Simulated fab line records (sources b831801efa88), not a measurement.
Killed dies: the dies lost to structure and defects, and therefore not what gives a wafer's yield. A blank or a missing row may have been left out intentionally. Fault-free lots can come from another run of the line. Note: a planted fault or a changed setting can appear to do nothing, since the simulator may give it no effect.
One fault seen from 2 desks | flow gf180mcu | only its own numbers are on each desk; what lay behind them is given at the end

== THE METROLOGY DESK ==
What the gauges read for every lot (on any tool): the sampled wafers with a number, averaged. A lot is out of limits, marked OUT, if its mean lies more than 4 standard deviations from the usual mean; the brackets give that distance.
Columns: A = V4_W_RS at GF_V4_RS_MEAS_24, usual 0.327 ohm/sq; B = V4_W_THK at GF_V4_THK_MEAS_25, usual 345 nm; C = MIM_CVD_05_THK at GF_MIM_THK_MEAS_06, usual 42.1 nm; D = MIM_ALCU_RS at GF_MIM_RS_MEAS_10, usual 0.1607 ohm/sq; E = MIM_ALCU_THK at GF_MIM_THK_MEAS_11, usual 196.5 nm; F = cd nm at GF_M5_CD_MEAS_07, usual 279.8 nm; G = M5_OVL at GF_M5_OVL_MEAS_08, usual -3 nm
lot  | first seen here | A     | B   | C    | D      | E     | F     | G
L507 | day 24 07:37    | 0.325 | 346 | 42.4 | 0.1593 | 201.4 | 280.3 | -4
L511 | day 26 04:42    | 0.323 | 350 | 42.0 | 0.1608 | 199.0 | 281.2 | -3
L512 | day 26 15:55    | 0.327 | 346 | 41.9 | 0.1615 | 194.8 | 280.7 | -9
L526 | day 30 14:11    | 0.330 | 342 | 42.8 | 0.1619 | 195.3 | 278.6 | 4
L529 | day 31 09:12    | 0.324 | 350 | 42.0 | 0.1610 | 194.0 | 279.6 | -7
This desk's verdict: no lot among the 5 shows anything out of limits.

== TOOL OWNER'S DESK, pvd sputter-03 ==
At GF_MIM_SPUTTER_04 (material TiN, target thk 50 nm, time 41.7 s) the tool's own readings: per lot run on this tool, the mean of the sampled wafers that have a number. A lot is out of limits, marked OUT, if its mean lies more than 4 standard deviations from the usual mean; the brackets give that distance.
Columns: A = chamber pressure pa at GF_MIM_SPUTTER_04, usual 0.4001 Pa; B = throttle valve pct at GF_MIM_SPUTTER_04, usual 29.8 %
lot  | first seen here | A                | B
L507 | day 24 08:21    | 0.3998           | 28.6
L511 | day 26 05:22    | 0.3999           | 29.8
L512 | day 26 16:34    | 0.4362 (+53) OUT | 27.7
Finding of this desk: L512 out of limits; the first was L512 at day 26 16:34, on chamber pressure pa at GF_MIM_SPUTTER_04. In limits: L507, L511.

== BROUGHT TOGETHER ==
An alarm could have come from the tool owner's desk at day 26 16:34, on L512.
From the metrology desk's view, nothing was out of limits.
The metrology desk has L512 on record, within its limits.
Of the lots named, all ran GF_MIM_SPUTTER_04 on pvd sputter-03.

== WHAT THE SIMULATOR HAD PUT IN ==
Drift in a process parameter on pvd sputter-03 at GF_MIM_SPUTTER_04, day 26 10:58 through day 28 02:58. The setting chamber pressure pa was moved by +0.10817, starting from 0.4. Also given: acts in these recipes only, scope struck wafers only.
Shown lots that were struck: L512.
Time in hours from fault onset to the first out-of-limits reading at each desk: the tool owner's desk, 6.
